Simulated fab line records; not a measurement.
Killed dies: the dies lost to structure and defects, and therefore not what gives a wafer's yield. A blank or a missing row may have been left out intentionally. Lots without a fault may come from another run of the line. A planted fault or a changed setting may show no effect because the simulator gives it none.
Matching of chambers / flow sfq-line / cmp-01 running SFQ_TRILAYER_I4_CMP_CMP_100: 4 sister chambers
The step polishes SiO2. 20 wafers are shown with their chamber, then 10 later ones without.

WAFERS, EACH WITH ITS CHAMBER
wafer=L362.1; chamber=1; motor-current-A (A)=10.6; time-to-endpoint-s (s)=213
wafer=L362.5; chamber=0; motor-current-A (A)=9.9; time-to-endpoint-s (s)=234
wafer=L362.6; chamber=3; motor-current-A (A)=11.1; time-to-endpoint-s (s)=224
wafer=L363.2; chamber=1; motor-current-A (A)=10.7; time-to-endpoint-s (s)=194
wafer=L363.3; chamber=3; motor-current-A (A)=10.7; time-to-endpoint-s (s)=203
wafer=L363.4; chamber=0; motor-current-A (A)=9.7; time-to-endpoint-s (s)=208
wafer=L364.1; chamber=3; motor-current-A (A)=11.0; time-to-endpoint-s (s)=216
wafer=L364.2; chamber=2; motor-current-A (A)=10.2; time-to-endpoint-s (s)=220
wafer=L364.5; chamber=0; motor-current-A (A)=9.7; time-to-endpoint-s (s)=242
wafer=L366.3; chamber=0; motor-current-A (A)=10.5; time-to-endpoint-s (s)=224
wafer=L366.4; chamber=2; motor-current-A (A)=10.6; time-to-endpoint-s (s)=217
wafer=L366.6; chamber=1; motor-current-A (A)=10.4; time-to-endpoint-s (s)=206
wafer=L367.2; chamber=3; motor-current-A (A)=11.2; time-to-endpoint-s (s)=228
wafer=L367.4; chamber=2; motor-current-A (A)=10.2; time-to-endpoint-s (s)=225
wafer=L367.1; chamber=1; motor-current-A (A)=10.5; time-to-endpoint-s (s)=206
wafer=L370.4; chamber=2; motor-current-A (A)=10.7; time-to-endpoint-s (s)=218
wafer=L370.5; chamber=1; motor-current-A (A)=10.8; time-to-endpoint-s (s)=204
wafer=L370.6; chamber=0; motor-current-A (A)=9.9; time-to-endpoint-s (s)=216
wafer=L373.1; chamber=2; motor-current-A (A)=10.5; time-to-endpoint-s (s)=204
wafer=L373.3; chamber=0; motor-current-A (A)=10.1; time-to-endpoint-s (s)=209

SIGNATURES (means of the wafers above)
reading=motor-current-A; chamber 0=9.967; chamber 1=10.600; chamber 2=10.440; chamber 3=11.000; scatter within a chamber=0.238
reading=time-to-endpoint-s; chamber 0=222.17; chamber 1=204.60; chamber 2=216.80; chamber 3=217.75; scatter within a chamber=10.4
Rule: a wafer lies at a distance from a chamber equal to the root of the sum of squares, over the readings, of (its reading less the chamber's mean, divided by the reading's scatter). The wafer belongs to the nearest chamber; if the next one is less than 2 further off, it can't be placed. The scatter is the square root of a quotient: the sum, over the shown wafers, of each reading's squared deviation from its chamber's mean, divided by wafers minus chambers.

WAFERS WHOSE CHAMBER IS MISSING
wafer=L373.4; motor-current-A (A)=10.8; time-to-endpoint-s (s)=210
wafer=L378.3; motor-current-A (A)=9.7; time-to-endpoint-s (s)=217
wafer=L378.5; motor-current-A (A)=10.7; time-to-endpoint-s (s)=202
wafer=L378.6; motor-current-A (A)=10.5; time-to-endpoint-s (s)=208
wafer=L383.4; motor-current-A (A)=11.2; time-to-endpoint-s (s)=227
wafer=L383.2; motor-current-A (A)=10.4; time-to-endpoint-s (s)=193
wafer=L383.6; motor-current-A (A)=9.9; time-to-endpoint-s (s)=220
wafer=L384.1; motor-current-A (A)=9.8; time-to-endpoint-s (s)=230
wafer=L384.3; motor-current-A (A)=10.7; time-to-endpoint-s (s)=200
wafer=L384.5; motor-current-A (A)=9.5; time-to-endpoint-s (s)=234

CHAMBER TAKEN BY EACH
wafer=L373.4; from the rows above=can't be placed: 1 or 3 or 2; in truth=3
wafer=L378.3; from the rows above=can't be placed: 0 or 2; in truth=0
wafer=L378.5; from the rows above=can't be placed: 1 or 2 or 3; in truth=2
wafer=L378.6; from the rows above=can't be placed: 1 or 2 or 3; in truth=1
wafer=L383.4; from the rows above=3; in truth=3
wafer=L383.2; from the rows above=can't be placed: 1 or 2 or 0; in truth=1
wafer=L383.6; from the rows above=can't be placed: 0 or 2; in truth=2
wafer=L384.1; from the rows above=can't be placed: 0 or 2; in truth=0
wafer=L384.3; from the rows above=can't be placed: 1 or 2 or 3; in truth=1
wafer=L384.5; from the rows above=0; in truth=0
Correct placement for 2 of the 10. Not placeable from these rows: 8 (in 8, the candidates include the true chamber). Wrongly placed: 0.
